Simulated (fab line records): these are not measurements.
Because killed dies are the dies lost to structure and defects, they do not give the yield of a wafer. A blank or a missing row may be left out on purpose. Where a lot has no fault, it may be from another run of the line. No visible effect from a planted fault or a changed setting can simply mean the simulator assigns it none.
One fault through the eyes of 2 desks ; flow sky130 ; each desk holds nothing but its own numbers, with what lay behind them at the end

== METROLOGY DESK ==
Lot by lot, what the gauges showed, no matter which tool ran the lot: averages of those sampled wafers that carry a number. The brackets show how far a lot's mean lies from the usual mean; more than 4 standard deviations puts the lot out of limits, marked OUT.
Columns: A = cd_nm at SKY_LOCAL_INTERCONNECT_CD_MEAS_11, usual 170.2 nm; B = CONTACT_CVD_00_THK at SKY_CONTACT_THK_MEAS_01, usual 75.3 nm
lot;first seen here;A;B
L629;day 31 01:53;167.8;75.6
L630;day 31 02:03;169.5;74.3
L631;day 31 02:24;168.9;76.3
L633;day 31 19:11;170.7;74.6
L634;day 32 02:08;169.3;75.6
L636;day 32 19:56;169.6;75.1
L638;day 33 11:34;172.9;58.5 (-14) OUT
L643;day 34 22:43;169.2;58.2 (-14) OUT
L645;day 35 13:51;173.4;75.0
L648;day 36 18:16;169.6;76.6
L651;day 37 19:38;169.1;76.0
Per this desk, out of limits: L638, L643; the first was L638, day 33 12:31 (CONTACT_CVD_00_THK at SKY_CONTACT_THK_MEAS_01). Within limits: L629, L630, L631, L633, L634, L636, L645, L648, L651.

== FOR THE TOOL OWNER'S DESK: pecvd-03 ==
The tool's own readings at SKY_CONTACT_CVD_00 (deposits Si3N4, target thk 75 nm): means of the sampled wafers that have a number, for each lot that ran on this tool. The brackets show how far a lot's mean lies from the usual mean; more than 4 standard deviations puts the lot out of limits, marked OUT.
Columns: A = heater_power_outer_w at SKY_CONTACT_CVD_00, usual 417 W; B = heater_power_w at SKY_CONTACT_CVD_00, usual 719 W; C = rf_fwd_power_W at SKY_CONTACT_CVD_00, usual 444.7 W
lot;first seen here;A;B;C
L630;day 31 02:53;402;696;445.1
L633;day 31 20:00;370;645;443.9
L634;day 32 02:58;395;700;445.5
L638;day 33 12:29;393;662;444.6
L643;day 34 23:35;376;708;445.7
This desk's verdict: no lot among the 5 shows anything out of limits.

== ALL TOGETHER ==
On L638, L643, the metrology desk was in a position to raise an alarm at day 33 12:31.
The tool owner's desk saw nothing out of limits.
Tool owner's desk: L638, L643 on record, inside its limits.
SKY_CONTACT_CVD_00 was run on pecvd-03 by each of the lots named.

== WHAT THE SIMULATOR PUT IN ==
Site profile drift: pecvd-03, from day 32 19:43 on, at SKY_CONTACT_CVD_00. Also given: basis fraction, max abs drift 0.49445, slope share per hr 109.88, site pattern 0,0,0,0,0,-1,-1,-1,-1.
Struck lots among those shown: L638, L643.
Time in hours between the start of the fault and the first out-of-limits reading at each desk: metrology desk, 17.
